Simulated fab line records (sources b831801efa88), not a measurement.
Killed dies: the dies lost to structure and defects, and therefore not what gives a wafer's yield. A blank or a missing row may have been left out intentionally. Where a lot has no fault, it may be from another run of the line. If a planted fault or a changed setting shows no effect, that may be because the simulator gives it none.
The tool behind it: which one? / flow sky130 / Sampling: 12 lots, 36 wafers, 5 of 708 route steps

WHAT THE GAUGES SHOWED, per wafer
SKY_CAP2M_THK_MEAS_01. Usual: CAP2M_CVD_00_THK 15.63 nm, standard deviation 0.23.
lot=L427; measured=day 40 03:55; on=film_metro-01; CAP2M_CVD_00_THK (nm)=15.77 15.62 15.72; flag=
lot=L429; measured=day 40 08:11; on=film_metro-01; CAP2M_CVD_00_THK (nm)=15.50 15.32 15.62; flag=
lot=L433; measured=day 41 12:31; on=film_metro-01; CAP2M_CVD_00_THK (nm)=15.62 15.71 15.89; flag=
lot=L434; measured=day 41 21:13; on=film_metro-02; CAP2M_CVD_00_THK (nm)=15.18 15.18 15.61; flag=
lot=L437; measured=day 43 00:36; on=film_metro-04; CAP2M_CVD_00_THK (nm)=15.51 6.97 15.97; flag=OFF
lot=L439; measured=day 43 15:05; on=film_metro-04; CAP2M_CVD_00_THK (nm)=15.81 7.42 15.95; flag=OFF
lot=L443; measured=day 44 10:19; on=film_metro-01; CAP2M_CVD_00_THK (nm)=15.52 15.24 15.40; flag=
lot=L444; measured=day 44 13:04; on=film_metro-01; CAP2M_CVD_00_THK (nm)=15.62 15.55 15.76; flag=
lot=L445; measured=day 44 20:29; on=film_metro-04; CAP2M_CVD_00_THK (nm)=15.05 15.61 16.18; flag=
lot=L446; measured=day 45 00:26; on=film_metro-01; CAP2M_CVD_00_THK (nm)=15.80 15.37 15.71; flag=
lot=L449; measured=day 45 17:17; on=film_metro-02; CAP2M_CVD_00_THK (nm)=15.44 15.62 15.66; flag=
lot=L450; measured=day 45 23:23; on=film_metro-01; CAP2M_CVD_00_THK (nm)=15.77 15.84 15.57; flag=

WHICH TOOL RAN EACH LOT (tool, then ch and the chambers of the sampled wafers, then the start)
lot=L427; SKY_VIA3_SPUTTER_20=pvd_sputter-03, day 40 03:05; SKY_METAL4_SPUTTER_02=pvd_sputter-02, day 40 03:48; SKY_METAL4_SPUTTER_03=pvd_sputter-02, day 40 03:50; SKY_CAP2M_CVD_00=pecvd-03 ch 0,1,2, day 40 03:54
lot=L429; SKY_VIA3_SPUTTER_20=pvd_sputter-03, day 40 07:19; SKY_METAL4_SPUTTER_02=pvd_sputter-02, day 40 08:02; SKY_METAL4_SPUTTER_03=pvd_sputter-02, day 40 08:04; SKY_CAP2M_CVD_00=pecvd-02 ch 0,1,2, day 40 08:09
lot=L433; SKY_VIA3_SPUTTER_20=pvd_sputter-04, day 41 11:40; SKY_METAL4_SPUTTER_02=pvd_sputter-02, day 41 12:23; SKY_METAL4_SPUTTER_03=pvd_sputter-02, day 41 12:26; SKY_CAP2M_CVD_00=pecvd-03 ch 0,1,2, day 41 12:29
lot=L434; SKY_VIA3_SPUTTER_20=pvd_sputter-04, day 41 20:22; SKY_METAL4_SPUTTER_02=pvd_sputter-02, day 41 21:05; SKY_METAL4_SPUTTER_03=pvd_sputter-02, day 41 21:08; SKY_CAP2M_CVD_00=pecvd-02 ch 0,2, day 41 21:11
lot=L437; SKY_VIA3_SPUTTER_20=pvd_sputter-03, day 42 23:38; SKY_METAL4_SPUTTER_02=pvd_sputter-01, day 43 00:28; SKY_METAL4_SPUTTER_03=pvd_sputter-01, day 43 00:31; SKY_CAP2M_CVD_00=pecvd-03 ch 0,1,2, day 43 00:35
lot=L439; SKY_VIA3_SPUTTER_20=pvd_sputter-01, day 43 14:15; SKY_METAL4_SPUTTER_02=pvd_sputter-03, day 43 14:58; SKY_METAL4_SPUTTER_03=pvd_sputter-03, day 43 15:00; SKY_CAP2M_CVD_00=pecvd-03 ch 0,2, day 43 15:04
lot=L443; SKY_VIA3_SPUTTER_20=pvd_sputter-01, day 44 09:28; SKY_METAL4_SPUTTER_02=pvd_sputter-02, day 44 10:11; SKY_METAL4_SPUTTER_03=pvd_sputter-02, day 44 10:13; SKY_CAP2M_CVD_00=pecvd-01 ch 1,2, day 44 10:17
lot=L444; SKY_VIA3_SPUTTER_20=pvd_sputter-03, day 44 12:13; SKY_METAL4_SPUTTER_02=pvd_sputter-03, day 44 12:56; SKY_METAL4_SPUTTER_03=pvd_sputter-03, day 44 12:58; SKY_CAP2M_CVD_00=pecvd-02 ch 1,2, day 44 13:02
lot=L445; SKY_VIA3_SPUTTER_20=pvd_sputter-01, day 44 19:37; SKY_METAL4_SPUTTER_02=pvd_sputter-03, day 44 20:20; SKY_METAL4_SPUTTER_03=pvd_sputter-03, day 44 20:22; SKY_CAP2M_CVD_00=pecvd-01 ch 0,1,2, day 44 20:26
lot=L446; SKY_VIA3_SPUTTER_20=pvd_sputter-01, day 44 23:35; SKY_METAL4_SPUTTER_02=pvd_sputter-02, day 45 00:17; SKY_METAL4_SPUTTER_03=pvd_sputter-02, day 45 00:20; SKY_CAP2M_CVD_00=pecvd-01 ch 0,1,2, day 45 00:24
lot=L449; SKY_VIA3_SPUTTER_20=pvd_sputter-01, day 45 16:26; SKY_METAL4_SPUTTER_02=pvd_sputter-02, day 45 17:09; SKY_METAL4_SPUTTER_03=pvd_sputter-02, day 45 17:11; SKY_CAP2M_CVD_00=pecvd-02 ch 1,2, day 45 17:16
lot=L450; SKY_VIA3_SPUTTER_20=pvd_sputter-04, day 45 22:32; SKY_METAL4_SPUTTER_02=pvd_sputter-01, day 45 23:14; SKY_METAL4_SPUTTER_03=pvd_sputter-01, day 45 23:17; SKY_CAP2M_CVD_00=pecvd-02 ch 1,2, day 45 23:21
- SKY_VIA3_SPUTTER_20: material TiN, target thk 20 nm, time 80 s.
- SKY_METAL4_SPUTTER_02: material AlCu, target thk 735 nm, time 39.1 s.
- SKY_METAL4_SPUTTER_03: material Ti, target thk 5 nm, time 3.3 s.
- SKY_CAP2M_CVD_00: deposits SiO2, target thk 15.5 nm.

AS READ BY THE TOOLS THEMSELVES (means over the sampled wafers that have a number; for cases with no such wafer, the mark the record gives instead)
SKY_VIA3_SPUTTER_20. Usual: throttle_valve_pct 30.0 %, standard deviation 0.88.
lot=L427; tool=pvd_sputter-03; throttle_valve_pct (%)=29.5; flag=
lot=L429; tool=pvd_sputter-03; throttle_valve_pct (%)=29.5; flag=
lot=L433; tool=pvd_sputter-04; throttle_valve_pct (%)=30.3; flag=
lot=L434; tool=pvd_sputter-04; throttle_valve_pct (%)=29.6; flag=
lot=L437; tool=pvd_sputter-03; throttle_valve_pct (%)=29.1; flag=
lot=L439; tool=pvd_sputter-01; throttle_valve_pct (%)=30.4; flag=
lot=L443; tool=pvd_sputter-01; throttle_valve_pct (%)=30.5; flag=
lot=L444; tool=pvd_sputter-03; throttle_valve_pct (%)=29.6; flag=
lot=L445; tool=pvd_sputter-01; throttle_valve_pct (%)=30.5; flag=
lot=L446; tool=pvd_sputter-01; throttle_valve_pct (%)=30.4; flag=
lot=L449; tool=pvd_sputter-01; throttle_valve_pct (%)=30.3; flag=
lot=L450; tool=pvd_sputter-04; throttle_valve_pct (%)=30.3; flag=

SKY_METAL4_SPUTTER_02. Usual: throttle_valve_pct 29.2 %, standard deviation 0.89.
lot=L427; tool=pvd_sputter-02; throttle_valve_pct (%)=28.7; flag=
lot=L429; tool=pvd_sputter-02; throttle_valve_pct (%)=28.7; flag=
lot=L433; tool=pvd_sputter-02; throttle_valve_pct (%)=28.8; flag=
lot=L434; tool=pvd_sputter-02; throttle_valve_pct (%)=28.6; flag=
lot=L437; tool=pvd_sputter-01; throttle_valve_pct (%)=30.5; flag=
lot=L439; tool=pvd_sputter-03; throttle_valve_pct (%)=28.8; flag=
lot=L443; tool=pvd_sputter-02; throttle_valve_pct (%)=28.5; flag=
lot=L444; tool=pvd_sputter-03; throttle_valve_pct (%)=29.3; flag=
lot=L445; tool=pvd_sputter-03; throttle_valve_pct (%)=29.3; flag=
lot=L446; tool=pvd_sputter-02; throttle_valve_pct (%)=28.6; flag=
lot=L449; tool=pvd_sputter-02; throttle_valve_pct (%)=28.7; flag=
lot=L450; tool=pvd_sputter-01; throttle_valve_pct (%)=30.4; flag=

SKY_METAL4_SPUTTER_03. Usual: throttle_valve_pct 29.2 %, standard deviation 0.91.
lot=L427; tool=pvd_sputter-02; throttle_valve_pct (%)=28.6; flag=
lot=L429; tool=pvd_sputter-02; throttle_valve_pct (%)=28.7; flag=
lot=L433; tool=pvd_sputter-02; throttle_valve_pct (%)=28.7; flag=
lot=L434; tool=pvd_sputter-02; throttle_valve_pct (%)=28.5; flag=
lot=L437; tool=pvd_sputter-01; throttle_valve_pct (%)=30.5; flag=
lot=L439; tool=pvd_sputter-03; throttle_valve_pct (%)=29.0; flag=
lot=L443; tool=pvd_sputter-02; throttle_valve_pct (%)=28.6; flag=
lot=L444; tool=pvd_sputter-03; throttle_valve_pct (%)=29.4; flag=
lot=L445; tool=pvd_sputter-03; throttle_valve_pct (%)=29.5; flag=
lot=L446; tool=pvd_sputter-02; throttle_valve_pct (%)=28.7; flag=
lot=L449; tool=pvd_sputter-02; throttle_valve_pct (%)=28.6; flag=
lot=L450; tool=pvd_sputter-01; throttle_valve_pct (%)=30.4; flag=

SKY_CAP2M_CVD_00. Usual: heater_power_w 755 W, standard deviation 84.
lot=L427; tool=pecvd-03; heater_power_w (W)=756; flag=
lot=L429; tool=pecvd-02; heater_power_w (W)=718; flag=
lot=L433; tool=pecvd-03; heater_power_w (W)=739; flag=
lot=L434; tool=pecvd-02; heater_power_w (W)=754; flag=
lot=L437; tool=pecvd-03; heater_power_w (W)=734; flag=
lot=L439; tool=pecvd-03; heater_power_w (W)=687; flag=
lot=L443; tool=pecvd-01; heater_power_w (W)=916; flag=
lot=L444; tool=pecvd-02; heater_power_w (W)=684; flag=
lot=L445; tool=pecvd-01; heater_power_w (W)=800; flag=
lot=L446; tool=pecvd-01; heater_power_w (W)=835; flag=
lot=L449; tool=pecvd-02; heater_power_w (W)=759; flag=
lot=L450; tool=pecvd-02; heater_power_w (W)=706; flag=

THE ANSWER, worked out from the rows above alone
Rule: lot off if the mean of its wafers having a number is beyond 3 standard deviations from the usual mean. A lot without any number at a reading at which 4 lots or more have one is off too. Any other lot the step has rows for is counted as sound. After the gauges, taken in route order, come the tools' own readings; for these a lot's mean is taken, as printed above. At the first step where some lot is off, the reading lying furthest off is the one used; lots without a number count as furthest.
Off: L437, L439, at SKY_CAP2M_THK_MEAS_01 (CAP2M_CVD_00_THK).
If a tool, at a process step before that reading, ran all the lots that are off and no sound lot after the first of them, it fits. Gauges at SKY_CAP2M_THK_MEAS_01: tried the same way as those tools. One candidate fits, namely pecvd-03 at SKY_CAP2M_CVD_00. Its last sound lot is L433 (day 41 12:29), its first lot that is off L437 (day 43 00:35): a fault that began between those two fits.

WHAT THE SIMULATOR HAD PUT IN
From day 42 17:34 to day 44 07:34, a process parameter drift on pecvd-03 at SKY_CAP2M_CVD_00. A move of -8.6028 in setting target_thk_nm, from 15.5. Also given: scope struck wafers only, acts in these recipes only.
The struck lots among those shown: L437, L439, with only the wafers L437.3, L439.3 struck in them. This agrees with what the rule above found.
